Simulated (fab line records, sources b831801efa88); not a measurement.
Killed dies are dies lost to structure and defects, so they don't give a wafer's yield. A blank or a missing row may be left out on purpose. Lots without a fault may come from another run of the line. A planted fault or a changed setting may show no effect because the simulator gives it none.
Split-lot experiment | flow sky130 | 5 lots, 23 wafers read, on a route of 708 steps

THE SPLIT
At SKY_VT_ADJUST_HVTR_IMPLANT_09, the setting energy_kev was moved away from the recipe's 10 on 9 of the 23 wafers read, by -4.9% to +5.6%. The other wafers ran this setting at the recipe's value.

FROM THE SPLIT TO THE READING: what the file shows between them, 1 step
- SKY_VT_ADJUST_HVTR_STRIP_10: strips in O2/N2

THE READING
VT_ADJUST_HVTR_TW, at SKY_VT_ADJUST_HVTR_TW_MEAS_11. Fault-free wafers of this fab line usually give 210.4, standard deviation 1.1.

wafer  | tool, chamber at the split | energy_kev as run | against the recipe | VT_ADJUST_HVTR_TW | against lot-mates on the recipe
L074.1 | implanter-04, 0            | 10                | recipe             | 211.9             | -
L074.4 | implanter-04, 0            | 10                | recipe             | 212.0             | -
L074.6 | implanter-04, 0            | 10                | recipe             | 212.1             | -
L077.1 | implanter-01, 0            | 10.49             | +4.9%              | 212.2             | +1.9
L077.2 | implanter-01, 0            | 10                | recipe             | 210.0             | -
L077.3 | implanter-01, 0            | 10.49             | +4.9%              | 213.7             | +3.4
L077.4 | implanter-01, 0            | 10                | recipe             | 210.5             | -
L077.5 | implanter-01, 0            | 10.49             | +4.9%              | 212.3             | +2.1
L081.1 | implanter-04, 0            | 9.514             | -4.9%              | 207.4             | -2.2
L081.2 | implanter-04, 0            | 9.514             | -4.9%              | 206.5             | -3.1
L081.4 | implanter-04, 0            | 9.514             | -4.9%              | 207.6             | -2.0
L081.5 | implanter-04, 0            | 10                | recipe             | 209.6             | -
L081.6 | implanter-04, 0            | 10                | recipe             | 209.5             | -
L082.1 | implanter-03, 0            | 10.56             | +5.6%              | 213.0             | +3.6
L082.2 | implanter-03, 0            | 10.56             | +5.6%              | 212.6             | +3.2
L082.3 | implanter-03, 0            | 10.56             | +5.6%              | 212.2             | +2.8
L082.4 | implanter-03, 0            | 10                | recipe             | 209.2             | -
L082.6 | implanter-03, 0            | 10                | recipe             | 209.6             | -
L084.1 | implanter-04, 0            | 10                | recipe             | 210.5             | -
L084.3 | implanter-04, 0            | 10                | recipe             | 209.8             | -
L084.4 | implanter-04, 0            | 10                | recipe             | 210.0             | -
L084.5 | implanter-04, 0            | 10                | recipe             | 210.1             | -
L084.6 | implanter-04, 0            | 10                | recipe             | 210.6             | -

THE FIT
A straight line over all 23 wafers: VT_ADJUST_HVTR_TW changes by +0.515 for each +1% of energy_kev; r = +0.89; the points scatter about the line by 0.89.
The same after taking each lot's own level away (the mean of its wafers on the recipe; 23 wafers): +0.524 for each +1%; r = +0.97; scatter 0.4.
On that fit, the largest move of energy_kev shifts the reading by 2.9.
The lots' own levels span 209.40 to 212.00, that is 2.4 times the standard deviation above.
So the lot-to-lot level changes the slope little: the two slopes agree.
Check: with one of the wafers moved furthest among these (+5.6%) left out of the fit, the line predicts +2.87 for it against its lot-mates. It came out at +3.6 against them.

OTHER SPLITS ON THESE WAFERS
These wafers also went through other splits before the reading. Each is held against what the fit with the lots' levels taken away leaves over:
other split on the same wafers            | wafers away from the commonest value | r with VT_ADJUST_HVTR_TW (lot level and that fit taken away)
SKY_VT_ADJUST_NCORE_IMPLANT_09 energy_kev | 9                                    | +0.22
SKY_VT_ADJUST_HVTR_SOFTBAKE_03 temp_c     | 9                                    | -0.01

THE WHOLE CHAIN: every reading that the file lists as answering this split, in the file's order
step                          | what it does | reading                                                         | change (the file's fit)               | r (the file's)
SKY_VT_ADJUST_HVTR_IMPLANT_09 |              | implant.rp_nm (the simulator's own value, which no gauge read)  | +0.306 nm for each +1% of the setting | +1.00
SKY_VT_ADJUST_HVTR_IMPLANT_09 |              | implant.drp_nm (the simulator's own value, which no gauge read) | +0.119 nm for each +1% of the setting | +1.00
SKY_VT_ADJUST_HVTR_TW_MEAS_11 |              | VT_ADJUST_HVTR_TW                                               | +0.527 for each +1% of the setting    | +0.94

THE FILE'S OWN FIT
VT_ADJUST_HVTR_TW changes by +0.527 for each +1% of energy_kev, r = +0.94.
